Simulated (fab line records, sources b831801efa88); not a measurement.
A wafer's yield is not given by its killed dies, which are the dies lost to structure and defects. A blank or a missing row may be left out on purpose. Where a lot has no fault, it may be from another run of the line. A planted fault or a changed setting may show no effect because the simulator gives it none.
Comparing a struck lot with a sound one / flow sky130 / 15 out of 708 route steps
Sound: these wafers, L204.2, L204.3, L204.6. The struck wafers were L195.1, L195.3, L195.6. The cause is given at the end.
Each step with rows lists, per side, the tool, then ch with its chambers, then its first start. Under that, the readings that differ: sound wafers / struck wafers / difference of the means / sigmas: that difference in standard deviations of wafers without a fault.
alike: words and numbers the same on both sides, and readings whose means are apart by under 2 such deviations; not compared: readings that were withheld, readings missing a value for some wafer, numbers with overlapping values and no deviation given by the record, and bounds like >300 which may hide the same value.
The two part at a step that has a row with sigmas, a row that says differs or no value, or rows on one side only. Non-overlapping numbers with no deviation appear without sigmas and do not part them. A reading that every wafer of one side lacks parts them only if that side has two wafers or more.

first, 4 steps without rows for these wafers: SKY_VIA2_SOFTBAKE_08 (time 90 s); SKY_VIA2_EXPOSE_09 (exposes mask VIM2, target cd 200 nm); SKY_VIA2_PEB_10; SKY_VIA2_DEVELOP_11 (develop time 60 s).
SKY_VIA2_CD_MEAS_12: the cd target is 200 nm.
  sound on cd-sem-02, day 41 11:43; struck on cd-sem-01, day 39 02:51
  alike: cd-nm
SKY_VIA2_OVL_MEAS_13:
  sound on overlay-02, day 41 11:50; struck on overlay-02, day 39 02:58
  alike: VIA2_OVL
SKY_VIA2_ETCH_14: etches BARC in N2/H2, stops on SiO2, time 45.9 s, target depth 60 nm.
  sound on rie-diel-02 ch 1,3, day 41 11:52; struck on rie-diel-01 ch 1,2,3, day 39 03:01
  alike: drypump-motor-current-A, oes-product-au, throttle-valve-pct
  not compared: rf-hours-counter-h
SKY_VIA2_ETCH_15: etches SiO2 in C4F8/O2/Ar, stops on TiN, target depth 546 nm, time 84 s.
  sound on rie-diel-02 ch 1,3, day 41 11:54; struck on rie-diel-01 ch 1,2,3, day 39 03:03
  alike: oes-product-au
  not compared: rf-hours-counter-h
SKY_VIA2_STRIP_16: strips in O2/N2.
  sound on plasma-asher-02 ch 0, day 41 11:58; struck on plasma-asher-03 ch 0,1, day 39 03:07
reading=drypump-motor-current-A (A); sound=5.2 5.2 5.2; struck=6.0 6.0 6.0; difference=+0.8; sigmas=+2
  alike: oes-product-au, strip-time-to-endpoint-s
  not compared: rf-hours-counter-h
then, 3 steps without rows for these wafers: SKY_VIA2_STRIP_17 (strips in post etch residue remover, time 1200 s); SKY_VIA2_CLEAN_18 (cleans in IPA, time 180 s); SKY_VIA2_CLEAN_19 (cleans in O3/DIW).
SKY_VIA2_SPUTTER_20: material TiN, target thk 20 nm, time 80 s.
  sound on pvd-sputter-04, day 41 12:34; struck on pvd-sputter-01, day 39 03:43
  no value came back on the struck wafers for cathode-dc-power-W (W), chamber-pressure-pa (Pa), throttle-valve-pct (%); on the sound wafers cathode-dc-power-W (W) reads 3999.4 4001.0 3999.0
SKY_VIA2_CVD_21: deposits W, target thk 420 nm, time 126.4 s.
  sound on cvd-w-01 ch 0,1, day 41 12:37; struck on cvd-w-01 ch 0,1, day 39 03:46
  alike: heater-power-w
-- the record jumps here: 9 days lie between the struck wafers' starts before and after (it left off in module VIA2 and takes up again in module PAD_OPEN, whose first step shown is number 708 of the route) --
SKY_PAD_OPEN_PROBE_99:
  record: rows for the struck wafers here (prober-02, day 47 22:44), none for the sound ones

== WHERE THEY PART ==
Last at SKY_PAD_OPEN_PROBE_99 as far as this record goes, first at SKY_VIA2_STRIP_16.

WHY: the cause the simulator had injected
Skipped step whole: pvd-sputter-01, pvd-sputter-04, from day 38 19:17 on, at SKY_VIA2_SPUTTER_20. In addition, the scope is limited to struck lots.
